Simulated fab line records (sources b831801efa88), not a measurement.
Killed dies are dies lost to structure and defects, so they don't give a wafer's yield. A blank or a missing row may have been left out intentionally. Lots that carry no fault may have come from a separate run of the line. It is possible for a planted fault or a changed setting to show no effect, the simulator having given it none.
A struck lot beside a sound one || flow sky130 || 15 steps out of a route of 708
Sound: the wafers L280.1, L280.2, L280.6. The struck wafers were L273.2, L273.4, L273.5. Last of all comes the cause.
For every step that has rows: the tool of each side, followed by ch and its chambers, followed by its first start. Under that, the readings that differ: sound wafers || struck wafers || difference of the means || sigmas: that difference in standard deviations of wafers without a fault.
alike: same words and numbers on both sides, and readings whose means sit less than 2 such deviations apart. not compared: any withheld reading, any reading some wafer has no value for, any bound like >300 that may hide the same value, and any number with overlapping values for which the record gives no deviation.
A row with sigmas, a row that says differs or no value, or rows on one side alone: a step with any of these is where the two part. Non-overlapping numbers with no deviation appear without sigmas and do not part them. A reading missing from all wafers of one side parts the sides only when that side holds two or more wafers.

first, 7 steps without rows for these wafers: SKY_LDD_N_DEHYDRATE_00 (time 60 s); SKY_LDD_N_HMDS_01 (prime time 60 s); SKY_LDD_N_COAT_02 (resist thk 300 nm); SKY_LDD_N_SOFTBAKE_03 (time 60 s); SKY_LDD_N_EXPOSE_04 (exposes mask NTM, target cd 840 nm); SKY_LDD_N_PEB_05; SKY_LDD_N_DEVELOP_06 (develop time 60 s).
SKY_LDD_N_OVL_MEAS_07:
  struck on overlay-01, day 22 13:42; sound on overlay-02, day 24 21:04
  alike: LDD_N_OVL
then, 4 steps without rows for these wafers: SKY_LDD_N_IMPLANT_08; SKY_LDD_N_IMPLANT_09; SKY_LDD_N_IMPLANT_10; SKY_LDD_N_IMPLANT_11.
SKY_LDD_N_IMPLANT_12:
  sound on implanter-04 ch 0, day 24 21:43; struck on implanter-01 ch 0, day 22 14:22
{"reading": "tilt-deg (degrees)", "sound": "30.047 30.044 30.002", "struck": "-0.014 0.042 -0.004", "difference": -30.023, "sigmas": "-99 or more"}
next, for these wafers, 1 step has no rows: SKY_LDD_N_IMPLANT_13.
-- the record jumps here: 26 days lie between the struck wafers' starts before and after (it left off in module LDD_N and takes up again in module PAD_OPEN, whose first step shown is number 708 of the route) --
SKY_PAD_OPEN_PROBE_99:
  struck on prober-02, day 49 00:10; sound on prober-02, day 50 11:19
{"reading": "killed-at-other", "sound": "0 0 0", "struck": "1 1 1", "difference": "+1", "sigmas": "+2"}
{"reading": "model.etest.nfet_01v8_lvt.vt-sat-v (V)", "sound": "0.5428 0.5302 0.5424", "struck": "0.496 0.4905 0.4856", "difference": -0.048, "sigmas": ""}
{"reading": "model.etest.nfet_01v8.vt-sat-v (V)", "sound": "0.6464 0.6401 0.6441", "struck": "0.6165 0.6165 0.608", "difference": -0.0299, "sigmas": ""}
{"reading": "model.etest.sram-nfet-pass.vt-sat-v (V)", "sound": "0.5572 0.5653 0.5639", "struck": "0.5224 0.5273 0.5317", "difference": -0.0350, "sigmas": ""}
{"reading": "model.etest.nfet_01v8_swapped.vt-sat-v (V)", "sound": "0.6523 0.6409 0.6507", "struck": "0.6735 0.6696 0.6653", "difference": "+0.0215", "sigmas": ""}
  alike: killed_at_M0_to_M3, killed_at_M4_up, killed-at-contacts, killed-at-front-end, killed-dies, killed-open, killed-short

== WHERE THEY PART ==
First at SKY_LDD_N_IMPLANT_12; last, within this record, at SKY_PAD_OPEN_PROBE_99.

WHY: the cause the simulator had injected
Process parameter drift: implanter-01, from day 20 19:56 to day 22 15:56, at SKY_LDD_N_IMPLANT_12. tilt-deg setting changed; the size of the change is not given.
